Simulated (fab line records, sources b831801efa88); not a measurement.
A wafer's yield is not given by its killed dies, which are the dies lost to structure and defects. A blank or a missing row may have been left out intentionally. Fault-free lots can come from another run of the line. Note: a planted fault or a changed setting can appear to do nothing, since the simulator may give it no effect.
fab line records | flow gf180mcu
[record] lots = 15 | wafers = 45 | last_day = 34
route steps=602 shown V1@348 V3@445 V5@541
lots that met no fault: from a run of the same line without faults
start_h: hours from the record's opening day to when the first of the lot's shown wafers began | wait_h: hours elapsed since this lot's preceding step | " as in the row above | L1.1+2: a row that stands for several wafers | - no value, or no start given | * or withheld: withheld | < > ~ a bound
route shown NAME@n: a module of which the file shows steps, and the number in the route of the first | usual: the fault-free wafers' mean and standard deviation | same: alike in all rows | chamber/n: place in a boat | sites: readings site by site | _std_site: the values' standard deviation | _edge_site: outer sites' mean less inner sites' | radius_mm: for every site, how far away it sits from the centre of the wafer | mask NAME#n: copy n | behind: the tool/chamber that last shaped the wafer | hold: what put the lot on hold/how long, in hours/how the hold closed | device: transistor that didn't switch, given as n, p or np | end of line: the same wafers' tests at the end of the route | for a step that has no rows: nothing shown but its recipe | killed: dies lost to structure and defects at the first sort, not the wafer's yield | map: per-die view of a wafer (x killed, . not killed, _ where there is no die)
set.NAME: setting as actually run; set.NAME@STEP: the setting as run at that earlier step | model.NAME: the simulator's own value behind a step, which no gauge read
steps of the route over a sample of lots; a table a step, a row a wafer
services: the hour from which a tool's chamber was out of use, counted from the record's first day as start_h (under 0 if before that day), plus the number of hours and why
[[steps]]
[step GF_V1_DEVELOP_13]
[recipe] develop_time_s = 60 | resist = KrF | dev_temp_c = 21
[usual] chill_plate_temp_C = 23.04/0.099 | develop_time_s = 60/0
lot.wafer | tool           | chamber | start_h | wait_h | chill_plate_temp_C | develop_time_s
L435.4    | litho_track-02 | 0       | 417.91  | 0.1    | 22.95              | 60
L435.5    | "              | 0       | "       | "      | 23.04              | 60
L435.6    | "              | 0       | "       | "      | 23.00              | 60
L434.2    | litho_track-02 | 0       | 420.11  | 0.2    | 23.03              | 60
L434.3    | "              | 0       | "       | "      | 23.15              | 60
L434.5    | "              | 0       | "       | "      | 23.25              | 60
L436.1    | litho_track-02 | 0       | 429.18  | 0.2    | 22.97              | 60
L436.2    | "              | 0       | "       | "      | 23.15              | 60
L436.6    | "              | 0       | "       | "      | 23.05              | 60
L437.1    | litho_track-02 | 0       | 445.23  | 0.2    | 23.09              | 60
L437.2    | "              | 0       | "       | "      | 23.07              | 60
L437.4    | "              | 0       | "       | "      | 23.21              | 60
L438.1    | litho_track-02 | 0       | 451.33  | 0.2    | 22.97              | 60
L438.5    | "              | 0       | "       | "      | 23.15              | 60
L438.6    | "              | 0       | "       | "      | 23.01              | 60
L439.2    | litho_track-03 | 0       | 453.55  | 0.2    | 22.89              | 60
L439.3    | "              | 0       | "       | "      | 22.99              | 60
L439.5    | "              | 0       | "       | "      | 23.00              | 60
L440.3    | litho_track-03 | 0       | 464.77  | 0.1    | 22.96              | 60
L440.4    | "              | 0       | "       | "      | 22.91              | 60
L440.6    | "              | 0       | "       | "      | 23.09              | 60
L442.2    | litho_track-02 | 0       | 483.26  | 0.2    | 23.16              | 60
L442.3    | "              | 0       | "       | "      | 23.22              | 60
L442.5    | "              | 0       | "       | "      | 22.97              | 60
L443.3    | litho_track-01 | 0       | 491.09  | 0.1    | 22.88              | 60
L443.5    | "              | 0       | "       | "      | 22.87              | 60
L443.6    | "              | 0       | "       | "      | 23.12              | 60
L444.2    | litho_track-01 | 0       | 500.06  | 0.2    | 23.00              | 60
L444.4    | "              | 0       | "       | "      | 22.97              | 60
L444.5    | "              | 0       | "       | "      | 22.91              | 60
L445.3    | litho_track-03 | 0       | 507.87  | 0.1    | 23.18              | 60
L445.5    | "              | 0       | "       | "      | 23.02              | 60
L445.6    | "              | 0       | "       | "      | 23.06              | 60
L446.2    | litho_track-02 | -       | 514.26  | 0.2    | -                  | -
L446.5    | "              | -       | "       | "      | -                  | -
L446.6    | "              | -       | "       | "      | -                  | -
L447.2    | litho_track-03 | -       | 521.09  | 0.2    | -                  | -
L447.4    | "              | -       | "       | "      | -                  | -
L447.6    | "              | -       | "       | "      | -                  | -
L448.2    | litho_track-01 | -       | 539.71  | 0.2    | -                  | -
L448.3    | "              | -       | "       | "      | -                  | -
L448.6    | "              | -       | "       | "      | -                  | -
L457.4    | litho_track-03 | 0       | 602.74  | 0.1    | 23.17              | 60
L457.5    | "              | 0       | "       | "      | 23.07              | 60
L457.6    | "              | 0       | "       | "      | 23.12              | 60
[step GF_V1_CMP_26]
[recipe] stop_on = SiO2 | down_force_psi = 3.5 | platen_rpm = 60 | t_overpolish_s = 15 | target_thk_nm = 0 | pad_velocity_m_s = 0.94248
[usual] motor_current_A = 11.1/1.2
lot.wafer | tool   | chamber | start_h | wait_h | motor_current_A
L435.4    | cmp-02 | 1       | 419.30  | 0.0    | 10.8
L435.6    | "      | 1       | "       | "      | 11.2
L435.5    | "      | 2       | "       | "      | 10.8
L434.3    | cmp-02 | 1       | 421.85  | 0.0    | 12.4
L434.2    | "      | 2       | "       | "      | 10.7
L434.5    | "      | 2       | "       | "      | 11.0
L436.2    | cmp-01 | 3       | 430.89  | 0.0    | 12.1
L436.1    | "      | 1       | "       | "      | 9.0
L436.6    | "      | 0       | "       | "      | 12.0
L437.4    | cmp-01 | 1       | 446.60  | 0.0    | 8.8
L437.2    | "      | 3       | "       | "      | 11.2
L437.1    | "      | 0       | "       | "      | 12.0
L438.1    | cmp-01 | 1       | 452.73  | 0.1    | 8.9
L438.6    | "      | 1       | "       | "      | 9.2
L438.5    | "      | 2       | "       | "      | 12.4
L439.2    | cmp-02 | 0       | 454.88  | 0.0    | 11.9
L439.3    | "      | 1       | "       | "      | 11.2
L439.5    | "      | 1       | "       | "      | 12.5
L440.4    | cmp-02 | 3       | 466.13  | 0.1    | 9.6
L440.3    | "      | 0       | "       | "      | 11.8
L440.6    | "      | 2       | "       | "      | 10.8
L442.3    | cmp-02 | 2       | 484.70  | 0.0    | 10.6
L442.2    | "      | 1       | "       | "      | 12.2
L442.5    | "      | 3       | "       | "      | 9.8
L443.3    | cmp-01 | 3       | 492.47  | 0.1    | 12.1
L443.6    | "      | 2       | "       | "      | 12.9
L443.5    | "      | 3       | "       | "      | 11.9
L444.4    | cmp-01 | 2       | 501.45  | 0.1    | 12.8
L444.2    | "      | 0       | "       | "      | 11.5
L444.5    | "      | 1       | "       | "      | 8.3
L445.3    | cmp-01 | 0       | 509.18  | 0.0    | 12.2
L445.5    | "      | 0       | "       | "      | 11.7
L445.6    | "      | 1       | "       | "      | 9.0
L446.2    | cmp-01 | 0       | 515.72  | 0.1    | 12.1
L446.5    | "      | 2       | "       | "      | 12.2
L446.6    | "      | 3       | "       | "      | 12.4
L447.4    | cmp-01 | 3       | 522.43  | 0.0    | 12.6
L447.2    | "      | 2       | "       | "      | 12.3
L447.6    | "      | 3       | "       | "      | 11.8
L448.2    | cmp-02 | 2       | 541.08  | 0.0    | 10.8
L448.3    | "      | 3       | "       | "      | 9.7
L448.6    | "      | 2       | "       | "      | 10.5
L457.4    | cmp-01 | 0       | 604.03  | 0.0    | 11.7
L457.6    | "      | 0       | "       | "      | 11.8
L457.5    | "      | 1       | "       | "      | 8.7
[step GF_V3_ETCH_16]
[recipe] chemistry = N2/H2 | target_depth_a = withheld | overetch_a = withheld | time_s = withheld | target = BARC | ion_energy_ev = 200 | source_w = 500 | bias_w = 100 | pressure_mtorr = 30 | n2_flow_sccm = 100 | h2_flow_sccm = 200
[usual] drypump_motor_current_A = 6.0/0.57 | h2_flow_sccm = 200.0/0.58 | oes_product_au = 0.854/0.0049 | throttle_valve_pct = 13.223/0.0085
lot.wafer | tool        | chamber | start_h | wait_h | drypump_motor_current_A | h2_flow_sccm | oes_product_au | throttle_valve_pct
L435.4    | rie_diel-03 | 1       | 518.95  | 0.0    | 6.6                     | 199.8        | 0.862          | 13.220
L435.5    | "           | 1       | "       | "      | 6.7                     | 199.5        | 0.856          | 13.222
L435.6    | "           | 2       | "       | "      | 5.5                     | 200.3        | 0.857          | 13.213
L434.2    | rie_diel-03 | 2       | 521.74  | 0.0    | 5.5                     | 199.9        | 0.855          | 13.221
L434.3    | "           | 1       | "       | "      | 6.6                     | 199.1        | 0.851          | 13.226
L434.5    | "           | 0       | "       | "      | 6.1                     | 199.8        | 0.857          | 13.216
L436.1    | rie_diel-03 | 0       | 530.72  | 0.0    | 6.1                     | 201.6        | 0.853          | 13.241
L436.2    | "           | 2       | "       | "      | 5.5                     | 199.9        | 0.853          | 13.225
L436.6    | "           | 1       | "       | "      | 6.5                     | 199.8        | 0.851          | 13.225
L437.1    | rie_diel-04 | 3       | 545.84  | 0.0    | 5.1                     | 200.7        | 0.847          | 13.220
L437.2    | "           | 1       | "       | "      | 5.8                     | 200.4        | 0.851          | 13.229
L437.4    | "           | 0       | "       | "      | 6.5                     | 200.0        | 0.858          | 13.211
L438.1    | rie_diel-04 | 0       | 552.14  | 0.0    | 6.5                     | 199.8        | 0.846          | 13.224
L438.5    | "           | 3       | "       | "      | 5.1                     | 200.7        | 0.856          | 13.193
L438.6    | "           | 2       | "       | "      | 6.7                     | 198.2        | 0.850          | 13.223
L439.2    | rie_diel-04 | 2       | 554.77  | 0.0    | 6.7                     | 199.6        | 0.857          | 13.212
L439.3    | "           | 0       | "       | "      | 6.5                     | 200.5        | 0.859          | 13.218
L439.5    | "           | 1       | "       | "      | 5.8                     | 199.8        | 0.859          | 13.228
L440.3    | rie_diel-03 | 2       | 564.82  | 0.0    | 5.5                     | 200.6        | 0.856          | 13.241
L440.4    | "           | 1       | "       | "      | 6.6                     | 199.3        | 0.858          | 13.224
L440.6    | "           | 2       | "       | "      | 5.5                     | 199.4        | 0.846          | 13.220
L442.2    | rie_diel-01 | 3       | 581.04  | 0.0    | 6.4                     | 199.4        | 0.861          | 13.215
L442.3    | "           | 2       | "       | "      | 6.8                     | 200.0        | 0.851          | 13.220
L442.5    | "           | 2       | "       | "      | 6.8                     | 200.1        | 0.864          | 13.242
L443.3    | rie_diel-03 | 3       | 586.89  | 0.0    | 5.3                     | 200.0        | 0.855          | 13.224
L443.5    | "           | 3       | "       | "      | 5.3                     | 200.8        | 0.846          | 13.236
L443.6    | "           | 2       | "       | "      | 5.4                     | 200.7        | 0.849          | 13.217
L444.2    | rie_diel-01 | 1       | 596.04  | 0.0    | 6.2                     | 200.2        | 0.856          | 13.235
L444.4    | "           | 0       | "       | "      | 5.4                     | 200.4        | 0.851          | 13.216
L444.5    | "           | 3       | "       | "      | 6.4                     | 200.3        | 0.850          | 13.215
L445.3    | rie_diel-01 | 0       | 602.64  | 0.0    | 5.4                     | 199.7        | 0.857          | 13.222
L445.5    | "           | 3       | "       | "      | 6.4                     | 199.6        | 0.853          | 13.221
L445.6    | "           | 2       | "       | "      | 6.8                     | 199.4        | 0.849          | 13.228
L457.4    | rie_diel-01 | 2       | 691.39  | 0.0    | 6.8                     | 200.0        | 0.858          | 13.219
L457.5    | "           | 1       | "       | "      | 6.2                     | 200.5        | 0.850          | 13.228
L457.6    | "           | 0       | "       | "      | 5.4                     | 199.7        | 0.852          | 13.228
[step GF_V5_THK_MEAS_01]
[recipe] reads = SiO2_of_V5_CVD_00
[usual] V5_CVD_00_THK = 300/3.2
lot.wafer | tool          | chamber | start_h | wait_h | V5_CVD_00_THK[nm]
L435.4    | film_metro-02 | -       | 612.29  | 0.0    | 300
L435.5    | "             | -       | "       | "      | 297
L435.6    | "             | -       | "       | "      | 296
L434.2    | film_metro-02 | -       | 615.37  | 0.0    | 305
L434.3    | "             | -       | "       | "      | 304
L434.5    | "             | -       | "       | "      | 301
L436.1    | film_metro-01 | -       | 622.79  | 0.0    | 299
L436.2    | "             | -       | "       | "      | 294
L436.6    | "             | -       | "       | "      | 296
L437.1    | film_metro-01 | -       | 636.64  | 0.0    | 300
L437.2    | "             | -       | "       | "      | 300
L437.4    | "             | -       | "       | "      | 298
L438.1    | film_metro-02 | -       | 642.09  | 0.0    | 301
L438.5    | "             | -       | "       | "      | 302
L438.6    | "             | -       | "       | "      | 298
L439.2    | film_metro-01 | -       | 645.03  | 0.1    | 299
L439.3    | "             | -       | "       | "      | 298
L439.5    | "             | -       | "       | "      | 299
L440.3    | film_metro-02 | -       | 653.82  | 0.0    | 298
L440.4    | "             | -       | "       | "      | 293
L440.6    | "             | -       | "       | "      | 298
L442.2    | film_metro-02 | -       | 672.93  | 0.0    | 302
L442.3    | "             | -       | "       | "      | 299
L442.5    | "             | -       | "       | "      | 301
L443.3    | film_metro-03 | -       | 674.05  | 0.0    | 298
L443.5    | "             | -       | "       | "      | 299
L443.6    | "             | -       | "       | "      | 302
L444.2    | film_metro-01 | -       | 678.25  | 0.0    | 299
L444.4    | "             | -       | "       | "      | 294
L444.5    | "             | -       | "       | "      | 299
L445.3    | film_metro-01 | -       | 684.97  | 0.0    | 297
L445.5    | "             | -       | "       | "      | 299
L445.6    | "             | -       | "       | "      | 300
L457.4    | film_metro-02 | -       | 767.02  | 0.0    | 300
L457.5    | "             | -       | "       | "      | 301
L457.6    | "             | -       | "       | "      | 300
[[services]]
tool        | chamber | start_h | hours | kind
cmp-02      | -       | 404.00  | 4.0   | pm
cmp-02      | -       | 408.00  | -     | consumable_replace:conditioner
cmp-02      | -       | 408.00  | -     | consumable_replace:pad
cmp-02      | -       | 425.14  | 0.9   | repair
rie_diel-03 | -       | 433.73  | 6.6   | repair
cmp-02      | -       | 434.27  | 5.2   | pm
rie_diel-04 | -       | 464.91  | 2.8   | pm
cmp-01      | -       | 465.45  | 4.3   | pm
rie_diel-04 | 3       | 479.75  | 3.1   | repair
rie_diel-03 | -       | 485.19  | 4.3   | pm
cmp-02      | -       | 487.46  | 3.1   | repair
cmp-02      | -       | 491.23  | 5.2   | pm
rie_diel-04 | 2       | 498.05  | 5.7   | repair
cmp-02      | -       | 522.20  | 1.8   | repair
cmp-01      | -       | 553.76  | 2.0   | repair
rie_diel-03 | -       | 554.00  | 1.0   | repair
cmp-01      | -       | 572.00  | 4.0   | pm
cmp-01      | -       | 576.00  | -     | consumable_replace:conditioner
cmp-01      | -       | 576.00  | -     | consumable_replace:pad
rie_diel-03 | 1       | 585.28  | 5.1   | repair
rie_diel-01 | 1       | 585.41  | 10.4  | repair
rie_diel-04 | 0       | 594.59  | 29.7  | repair
rie_diel-04 | 1       | 596.52  | 13.9  | repair
cmp-02      | -       | 632.54  | 1.5   | repair
[[key]]
[first_sign] step = GF_V1_DEVELOP_13 | reading = tool_record | direction = missing
effect none on later readings
met_at GF_V1_DEVELOP_13
struck_lots L446,L447,L448
later_rows_left_out L446.2,L446.5,L446.6,L447.2,L447.4,L447.6,L448.2,L448.3,L448.6
sort_left_out L446.2,L446.5,L446.6,L447.2,L447.4,L447.6,L448.2,L448.3,L448.6
not_acting_at GF_V1_CMP_26,GF_V3_ETCH_16,GF_V5_THK_MEAS_01
onset_between 507.87 514.26
[fault] kind = skipped_step_whole | tool = litho_track-01,litho_track-02,litho_track-03 | chamber = - | onset_h = 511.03 | steps = GF_V1_DEVELOP_13 | scope = struck_lots_only
// sort_left_out: the simulated sort isn't trusted on such a fault, so these wafers' sort isn't shown, and their yield isn't known
// later_rows_left_out: the simulator's readings of these wafers behind a module that went badly wrong aren't trusted and aren't shown, but for the sort
